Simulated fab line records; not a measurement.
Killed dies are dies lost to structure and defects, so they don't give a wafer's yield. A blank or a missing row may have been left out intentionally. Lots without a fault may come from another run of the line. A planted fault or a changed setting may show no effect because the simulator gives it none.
Struck lot and sound lot, side by side + flow sky130 + 18 out of 708 route steps
Sound: these wafers, L267.1, L267.4, L267.5. The struck wafers were L261.1, L261.2, L261.6. The cause is named last.
Order at every step that has rows: each side's tool, ch and its chambers, its first start. Under that, the readings that differ: sound wafers + struck wafers + difference of the means + sigmas: that difference in standard deviations of wafers without a fault.
alike: a reading whose means differ by less than 2 such deviations, as well as words and numbers matching on both sides. not compared: withheld readings; readings where some wafer has no value; bounds like >300 that might hide an equal value; numbers whose values overlap and for which the record gives no deviation.
A row with sigmas, a row that says differs or no value, or rows on one side alone: a step with any of these is where the two part. Non-overlapping numbers with no deviation appear without sigmas and do not part them. A reading missing from all wafers of one side parts the sides only when that side holds two or more wafers.

SKY_RES_XHIGH_STRIP_08: strips in O2/N2.
  sound on plasma asher-02 ch 0,1, day 31 17:42; struck on plasma asher-04 ch 0,1, day 29 22:27
  alike: drypump motor current A, oes product au, strip time to endpoint s
  not compared: rf hours counter h
SKY_RES_XHIGH_TW_MEAS_09:
  sound on film metro-02 at day 31 17:48; struck on film metro-04 at day 29 22:33
| reading      | sound          | struck         | difference | sigmas |
|--------------|----------------|----------------|------------|--------|
| RES_XHIGH_TW | 1666 1653 1659 | 1605 1614 1607 | -51        | -2     |
then, 7 steps without rows for these wafers: SKY_SD_N_DEHYDRATE_00 (time 60 s); SKY_SD_N_HMDS_01 (prime time 60 s); SKY_SD_N_COAT_02 (resist thk 1140 nm); SKY_SD_N_SOFTBAKE_03 (time 60 s); SKY_SD_N_EXPOSE_04 (exposes mask NSDM, target cd 380 nm); SKY_SD_N_PEB_05; SKY_SD_N_DEVELOP_06 (develop time 60 s).
SKY_SD_N_CD_MEAS_07: the cd target is 380 nm.
  sound on cd sem-01 at day 32 19:26; struck on cd sem-01 at day 31 02:09
  alike: cd nm
SKY_SD_N_OVL_MEAS_08:
  sound on overlay-01 at day 32 19:34; struck on overlay-02 at day 31 02:16
  alike: SD_N_OVL
then, 1 step without rows for these wafers: SKY_SD_N_IMPLANT_09.
SKY_SD_N_IMPLANT_10:
  sound on implanter-01 ch 0, day 32 19:45; struck on implanter-03, day 31 02:27
  no value came back on the struck wafers for beam energy keV, beam on s (s); on the sound wafers beam energy keV reads 19.990 20.003 20.003
SKY_SD_N_STRIP_11: strips in O2/N2.
  sound on plasma asher-02 ch 0, day 32 19:54; struck on plasma asher-01 ch 0,1, day 31 02:36
  alike: drypump motor current A, oes product au, strip time to endpoint s
  not compared: rf hours counter h
SKY_SD_N_TW_MEAS_12:
  sound on film metro-01 at day 32 20:00; struck on film metro-02 at day 31 02:42
| reading | sound          | struck         | difference | sigmas |
|---------|----------------|----------------|------------|--------|
| SD_N_TW | 3943 3930 3930 | 4056 4077 4048 | +126       | +2     |
then, 1 step without rows for these wafers: SKY_SD_N_CLEAN_13 (cleans in SC1/SC2, time 150 s).
SKY_SD_N_RTA_14: time 2 s.
  sound on rtp anneal-02 ch 0, day 32 20:07; struck on rtp anneal-02 ch 0, day 31 02:49
  alike: lamp power pct, ramp down c per s, ramp up c per s, wafer_temp_C_max
SKY_SD_N_RS_MEAS_16: measurement is done with a four-point probe.
  sound on film metro-04 at day 32 20:17; struck on film metro-01 at day 31 03:24
| reading          | sound             | struck            | difference | sigmas |
|------------------|-------------------|-------------------|------------|--------|
| SD_N_RS (ohm/sq) | 68.21 68.28 68.27 | 70.73 70.68 70.80 | +2.48      | +19    |
  not compared: hold

## WHERE THEY PART
At SKY_RES_XHIGH_TW_MEAS_09 first; at SKY_SD_N_RS_MEAS_16 last (within this record only).

WHY: the cause the simulator had injected
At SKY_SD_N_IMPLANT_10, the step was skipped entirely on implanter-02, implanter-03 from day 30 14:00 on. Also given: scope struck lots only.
